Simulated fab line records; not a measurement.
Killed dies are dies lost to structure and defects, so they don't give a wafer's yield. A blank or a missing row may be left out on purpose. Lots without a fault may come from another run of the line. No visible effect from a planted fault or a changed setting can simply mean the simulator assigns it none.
The tool behind it: which one? ; flow gf180mcu ; 7 lots with 21 wafers sampled at 2 steps, on a route of 602 steps

## WHAT THE GAUGES READ, wafer by wafer
GF_V2_THK_MEAS_03.
lot;measured;on;V2_CVD_02_THK (nm)
L795;day 20 00:59;film-metro-04;845 848 855
L797;day 21 02:14;film-metro-02;847 857 869
L800;day 22 11:06;film-metro-02;848 850 866
L805;day 24 02:50;film-metro-04;847 861 867
L811;day 26 00:53;film-metro-04;843 843 852
L815;day 26 18:16;film-metro-04;845 847 853
L817;day 27 04:24;film-metro-01;837 846 841

## TOOL THAT RAN EACH LOT (tool first, then ch and the chambers of the sampled wafers, then the start)
lot;GF_M2_SPUTTER_03
L795;pvd-sputter-01, day 18 23:25
L797;pvd-sputter-03, day 20 01:04
L800;pvd-sputter-01, day 21 10:13
L805;pvd-sputter-04, day 22 22:27
L811;pvd-sputter-04, day 25 03:31
L815;pvd-sputter-03, day 25 20:04
L817;pvd-sputter-04, day 26 06:38
- GF_M2_SPUTTER_03: material Ti, target thk 10 nm, time 6.7 s.

## THE ANSWER, worked out from the rows above alone
Rule: the usual values come from the lots themselves. The widest of any qualifying gaps counts: lots, ordered by their means at a reading, are off when they make up no more than a third of the lots, leave a main group of 4 or more, and stand apart from it by 3 or more times the standard deviation of that group's means. If all means in a main group match to the digits the tables above print for the reading, that group is not used. Also off: a lot with no number at a reading for which 4 or more lots have one. Any other lot the step has rows for is counted as sound.
Nothing can be told from this: no lot is off at any reading shown.

## WHAT HAD BEEN PUT IN BY THE SIMULATOR
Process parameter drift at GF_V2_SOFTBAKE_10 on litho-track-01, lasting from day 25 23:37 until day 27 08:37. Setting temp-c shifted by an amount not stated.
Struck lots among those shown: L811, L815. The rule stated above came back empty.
